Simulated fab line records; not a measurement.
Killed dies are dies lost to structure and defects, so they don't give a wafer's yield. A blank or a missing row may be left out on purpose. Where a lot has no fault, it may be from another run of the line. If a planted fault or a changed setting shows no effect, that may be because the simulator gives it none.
A lot that was struck, set against a sound lot -- flow gf180mcu -- 33 steps out of a route of 602
Sound: the wafers L306.3, L306.4, L306.5. Struck: wafers L314.2, L314.3, L314.4. The cause is given at the end.
Per side, at each step with rows, come the tool, then ch with its chambers, and then its first start. Under that, the readings that differ: sound wafers -- struck wafers -- difference of the means -- sigmas: that difference in standard deviations of wafers without a fault.
alike: same words and numbers on both sides, and readings whose means sit less than 2 such deviations apart. not compared: any withheld reading, any reading some wafer has no value for, any bound like >300 that may hide the same value, and any number with overlapping values for which the record gives no deviation.
The two part at a step that has a row with sigmas, a row that says differs or no value, or rows on one side only. Numbers that have no deviation but don't overlap get no sigmas and don't part them. Lack of a reading on every wafer of one side parts them only where that side has two or more wafers.

GF_HV_LDD_STRIP_22: strips in O2/N2.
  sound on plasma-asher-01 ch 0,1, day 11 17:13; struck on plasma-asher-03 ch 0,1, day 14 07:42
  alike: drypump-motor-current-A, heater-power-w, oes-product-au, strip-time-to-endpoint-s
  not compared: rf-hours-counter-h
GF_HV_LDD_TW_MEAS_23:
  sound on film-metro-04 at day 11 17:19; struck on film-metro-04 at day 14 07:49
  alike: HV_LDD_2_TW
then, 7 steps without rows for these wafers: GF_HV_LDD_DEHYDRATE_24 (time 60 s); GF_HV_LDD_HMDS_25 (prime time 60 s); GF_HV_LDD_COAT_26 (resist thk 1000 nm); GF_HV_LDD_SOFTBAKE_27 (time 60 s); GF_HV_LDD_EXPOSE_28 (exposes mask Nplus HV AREA, target cd 400 nm); GF_HV_LDD_PEB_29; GF_HV_LDD_DEVELOP_30 (develop time 60 s).
GF_HV_LDD_CD_MEAS_31: target cd 400 nm.
  sound on cd-sem-01 at day 12 12:44; struck on cd-sem-02 at day 15 02:49
reading,sound,struck,difference,sigmas
cd-nm (nm),394.8 396.9 397.0,400.0 400.9 400.0,+4.1,+2
GF_HV_LDD_OVL_MEAS_32:
  sound on overlay-01 at day 12 12:50; struck on overlay-01 at day 15 02:55
  alike: HV_LDD_02_OVL
next, for these wafers, 1 step has no rows: GF_HV_LDD_IMPLANT_33.
GF_HV_LDD_IMPLANT_34:
  struck on implanter-01, day 15 03:07; sound on implanter-04 ch 0, day 12 13:04
  no value came back on the struck wafers for beam-energy-keV, beam-on-s (s); on the sound wafers beam-energy-keV reads 59.994 59.996 59.975
then, 2 steps without rows for these wafers: GF_HV_LDD_IMPLANT_35; GF_HV_LDD_IMPLANT_36.
GF_HV_LDD_STRIP_37: strips in O2/N2.
  sound on plasma-asher-02 ch 0,1, day 12 13:29; struck on plasma-asher-03 ch 0,1, day 15 03:33
  alike: drypump-motor-current-A, heater-power-w, oes-product-au, strip-time-to-endpoint-s
  not compared: rf-hours-counter-h
GF_HV_LDD_TW_MEAS_38:
  sound on film-metro-03 at day 12 13:35; struck on film-metro-01 at day 15 03:40
reading,sound,struck,difference,sigmas
HV_LDD_3_TW,1443 1428 1434,1319 1307 1309,-123,-17
then, 7 steps without rows for these wafers: GF_HV_LDD_DEHYDRATE_39 (time 60 s); GF_HV_LDD_HMDS_40 (prime time 60 s); GF_HV_LDD_COAT_41 (resist thk 1000 nm); GF_HV_LDD_SOFTBAKE_42 (time 60 s); GF_HV_LDD_EXPOSE_43 (exposes mask Pplus HV AREA, target cd 400 nm); GF_HV_LDD_PEB_44; GF_HV_LDD_DEVELOP_45 (develop time 60 s).
GF_HV_LDD_CD_MEAS_46: target cd 400 nm.
  sound on cd-sem-01 at day 13 09:16; struck on cd-sem-02 at day 16 01:15
  alike: cd-nm
GF_HV_LDD_OVL_MEAS_47:
  sound on overlay-02 at day 13 09:22; struck on overlay-02 at day 16 01:22
  alike: HV_LDD_03_OVL
next, for these wafers, 1 step has no rows: GF_HV_LDD_IMPLANT_48.
GF_HV_LDD_STRIP_49: strips in O2/N2.
  sound on plasma-asher-01 ch 0,1, day 13 09:34; struck on plasma-asher-01 ch 0,1, day 16 01:32
  alike: drypump-motor-current-A, heater-power-w, oes-product-au, strip-time-to-endpoint-s
  not compared: rf-hours-counter-h
GF_HV_LDD_TW_MEAS_50:
  sound on film-metro-04 at day 13 09:40; struck on film-metro-01 at day 16 01:39
  alike: HV_LDD_4_TW
then, 1 step without rows for these wafers: GF_HV_LDD_CLEAN_51 (cleans in SC1/SC2, time 150 s).
GF_HV_LDD_RTA_52: time 10 s.
  sound on rtp-anneal-01 ch 0, day 13 09:46; struck on rtp-anneal-02 ch 0, day 16 01:46
reading,sound,struck,difference,sigmas
lamp-power-pct (%),30.8 30.8 30.8,26.7 26.8 26.7,-4.1,-2
wafer_temp_C_max,1005.9 1004.5 1005.4,1009.9 1007.4 1009.7,+3.7,+2
  alike: anneal-temp-c-max
GF_HV_LDD_RS_MEAS_53: measurement is done with a four-point probe.
  sound on film-metro-03 at day 13 09:52; struck on film-metro-03 at day 16 01:50
reading,sound,struck,difference,sigmas
HV_LDD_RS (ohm/sq),418.3 419.1 418.8,439.1 439.5 438.1,+20.2,+24
then, 1 step without rows for these wafers: GF_HV_LDD_CVD_54 (deposits SiO2 from TEOS, target thk 10 nm, time 75 s).

WHERE THEY PART
Earliest at GF_HV_LDD_CD_MEAS_31; latest, in this record, at GF_HV_LDD_RS_MEAS_53.

WHY: whatever the simulator had introduced
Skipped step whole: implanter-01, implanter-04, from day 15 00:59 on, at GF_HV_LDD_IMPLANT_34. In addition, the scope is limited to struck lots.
